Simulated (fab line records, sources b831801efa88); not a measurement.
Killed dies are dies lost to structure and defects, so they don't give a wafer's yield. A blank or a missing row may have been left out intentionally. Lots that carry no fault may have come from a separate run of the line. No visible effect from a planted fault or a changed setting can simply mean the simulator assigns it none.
Which tool did it? | flow sky130 | 39 wafers from 13 lots sampled at 7 of the route's 708 steps

## WHAT THE GAUGES SHOWED, per wafer
SKY_LDD_N_OVL_MEAS_07.
lot  | measured     | on         | LDD_N_OVL (nm)
L138 | day 17 11:19 | overlay-02 | -0.7 -1.0 -0.6
L139 | day 17 17:56 | overlay-01 | 3.0 2.4 0.3
L140 | day 18 03:45 | overlay-01 | 1.0 2.1 -0.1
L142 | day 18 23:03 | overlay-02 | - - -
L146 | day 20 18:48 | overlay-02 | -2.1 -2.5 -1.0
L152 | day 23 04:13 | overlay-02 | 0.3 -0.3 -1.5
L153 | day 23 17:49 | overlay-02 | 0.2 1.2 -0.6
L155 | day 24 15:53 | overlay-01 | -0.4 1.3 0.8
L156 | day 24 19:24 | overlay-01 | 1.6 -0.6 -0.4
L157 | day 25 02:42 | overlay-01 | -2.8 -1.4 -1.7
L158 | day 25 05:52 | overlay-02 | 1.9 0.5 1.6
L159 | day 25 13:54 | overlay-01 | 0.8 0.2 1.0
L160 | day 26 01:40 | overlay-01 | 1.1 2.6 3.1

SKY_LDD_N_TW_MEAS_17.
lot  | measured     | on            | LDD_N_TW
L138 | day 17 12:40 | film metro-03 | 2573 2567 2582
L139 | day 17 19:16 | film metro-03 | 2575 2585 2579
L140 | day 18 05:05 | film metro-03 | 2589 2581 2579
L142 | day 19 00:23 | film metro-01 | 30 30 29
L146 | day 20 20:08 | film metro-01 | 2575 2551 2551
L152 | day 23 05:34 | film metro-03 | 2585 2596 2576
L153 | day 23 19:10 | film metro-03 | 2592 2604 2578
L155 | day 24 17:13 | film metro-01 | 2571 2586 2567
L156 | day 24 20:44 | film metro-04 | 2589 2586 2592
L157 | day 25 04:02 | film metro-01 | 2562 2567 2558
L158 | day 25 07:13 | film metro-01 | 2556 2576 2553
L159 | day 25 15:14 | film metro-01 | 2563 2573 2570
L160 | day 26 03:01 | film metro-03 | 2589 2591 2580

SKY_LDD_P_TW_MEAS_11.
lot  | measured     | on            | LDD_P_TW
L138 | day 18 18:48 | film metro-04 | 629 632 633
L139 | day 19 01:58 | film metro-04 | 631 631 630
L140 | day 19 12:16 | film metro-04 | 633 631 633
L142 | day 20 08:07 | film metro-02 | 2604 2593 2597
L146 | day 22 02:29 | film metro-02 | 640 642 637
L152 | day 24 11:42 | film metro-02 | 642 641 639
L153 | day 25 01:05 | film metro-02 | 640 645 643
L155 | day 25 23:07 | film metro-04 | 637 634 634
L156 | day 26 02:23 | film metro-02 | 640 638 640
L157 | day 26 09:40 | film metro-03 | 637 635 633
L158 | day 26 12:18 | film metro-02 | 642 639 638
L159 | day 26 19:46 | film metro-02 | 636 638 640
L160 | day 27 08:11 | film metro-04 | 623 626 627

SKY_LOCAL_INTERCONNECT_RS_MEAS_01: a four-point-probe measurement.
lot  | measured     | on            | LOCAL_INTERCONNECT_TIN_RS (ohm/sq)
L138 | day 29 00:19 | film metro-02 | 14.27 14.16 14.16
L139 | day 29 06:51 | film metro-04 | 13.95 14.06 14.07
L140 | day 29 17:36 | film metro-04 | 13.93 14.04 13.93
L142 | day 30 09:28 | film metro-01 | 14.05 14.19 14.07
L146 | day 31 22:42 | film metro-02 | 14.38 14.38 14.52
L152 | day 34 02:22 | film metro-04 | 14.23 14.34 13.98
L153 | day 34 13:31 | film metro-01 | 13.96 14.33 14.15
L155 | day 35 11:19 | film metro-01 | 14.13 14.05 14.12
L156 | day 35 12:55 | film metro-02 | 14.28 14.36 14.21
L157 | day 35 18:08 | film metro-02 | 14.18 14.13 14.10
L158 | day 35 21:51 | film metro-02 | 14.44 14.51 14.37
L159 | day 36 04:24 | film metro-02 | 14.10 14.00 14.00
L160 | day 36 15:17 | film metro-02 | 14.15 14.20 14.08

SKY_VIA1_BOW_MEAS_03.
lot  | measured     | on            | VIA1_BOW (um)
L138 | day 32 16:14 | film metro-02 | 80 86 68
L139 | day 32 22:08 | film metro-02 | 79 84 83
L140 | day 33 08:59 | film metro-02 | 88 102 92
L142 | day 33 23:34 | film metro-01 | 95 83 80
L146 | day 35 10:02 | film metro-01 | 88 75 90
L152 | day 37 14:07 | film metro-03 | 79 85 78
L153 | day 37 23:29 | film metro-01 | 71 78 85
L155 | day 38 21:40 | film metro-03 | 85 91 77
L156 | day 38 23:42 | film metro-01 | 80 78 87
L157 | day 39 04:41 | film metro-03 | 86 80 87
L158 | day 39 07:26 | film metro-01 | 66 80 68
L159 | day 39 13:28 | film metro-01 | 78 80 68
L160 | day 40 00:00 | film metro-02 | 84 77 72

## TOOL THAT RAN EACH LOT (tool first, then ch and the chambers of the sampled wafers, then the start)
lot  | SKY_LDD_N_EXPOSE_04                 | SKY_CONTACT_SPUTTER_23
L138 | iline stepper-02 ch 0, day 16 20:55 | pvd sputter-02, day 31 10:44
L139 | iline stepper-01 ch 0, day 17 03:20 | pvd sputter-04, day 31 16:43
L140 | iline stepper-02 ch 0, day 17 13:01 | pvd sputter-02, day 32 03:38
L142 | iline stepper-02 ch 0, day 18 08:05 | pvd sputter-03, day 32 18:16
L146 | iline stepper-02 ch 0, day 20 04:30 | pvd sputter-03, day 34 05:29
L152 | iline stepper-02 ch 0, day 22 13:49 | pvd sputter-02, day 36 09:55
L153 | iline stepper-01 ch 0, day 23 02:09 | pvd sputter-02, day 36 19:32
L155 | iline stepper-01 ch 0, day 24 01:32 | pvd sputter-04, day 37 17:32
L156 | iline stepper-01 ch 0, day 24 04:43 | pvd sputter-02, day 37 19:38
L157 | iline stepper-02 ch 0, day 24 12:23 | pvd sputter-04, day 38 00:45
L158 | iline stepper-01 ch 0, day 24 15:06 | pvd sputter-04, day 38 03:58
L159 | iline stepper-01 ch 0, day 24 23:47 | pvd sputter-02, day 38 10:10
L160 | iline stepper-01 ch 0, day 25 11:04 | pvd sputter-02, day 38 20:52
- SKY_LDD_N_EXPOSE_04: exposes mask NTM, target cd 840 nm.
- SKY_CONTACT_SPUTTER_23: material TiN, target thk 20 nm, time 80 s.

## WHAT THE TOOLS THEMSELVES READ (means of the sampled wafers that have a number; where no wafer has one, the mark that the record gives instead)
SKY_CONTACT_SPUTTER_23.
lot  | tool           | throttle valve pct (%)
L138 | pvd sputter-02 | 32.6
L139 | pvd sputter-04 | 29.3
L140 | pvd sputter-02 | 30.4
L142 | pvd sputter-03 | 29.7
L146 | pvd sputter-03 | 30.3
L152 | pvd sputter-02 | 31.4
L153 | pvd sputter-02 | 30.4
L155 | pvd sputter-04 | 29.9
L156 | pvd sputter-02 | 32.5
L157 | pvd sputter-04 | 29.0
L158 | pvd sputter-04 | 29.8
L159 | pvd sputter-02 | 30.4
L160 | pvd sputter-02 | 31.6

## THE ANSWER, worked out from the rows above alone
Rule: the usual values come from the lots themselves. Put in order of their means at a reading, lots are off if they are a third of the lots or fewer, leave a main group of 4 or more, and stand apart from it by a gap of 3 or more times the standard deviation of the main group's means; of several such gaps the widest counts. A main group is skipped when, at the precision printed for the reading in the tables above, its means are all equal. A lot without any number at a reading at which 4 lots or more have one is off too. All remaining lots with rows at the step are treated as sound. The gauges are gone through in route order, then the tools' own readings, and for those a lot's mean is taken as printed above. The first step at which some lot is off is used, and at that step the reading that is off furthest; a lot without a number counts as furthest.
Off: L142, at SKY_LDD_N_OVL_MEAS_07 (LDD_N_OVL). Without a number there: L142. The main group has a mean of 0.3 nm with a standard deviation of 1.3.
A tool fits if, at a process step before that reading, it ran every lot that is off, and no sound lot after the first of them. Not tried: the gauges at SKY_LDD_N_OVL_MEAS_07; whatever is off there is also off at SKY_LDD_N_TW_MEAS_17, on other tools, and gauge error can't account for it. Of those tried, none fits.

## WHAT THE SIMULATOR PUT IN
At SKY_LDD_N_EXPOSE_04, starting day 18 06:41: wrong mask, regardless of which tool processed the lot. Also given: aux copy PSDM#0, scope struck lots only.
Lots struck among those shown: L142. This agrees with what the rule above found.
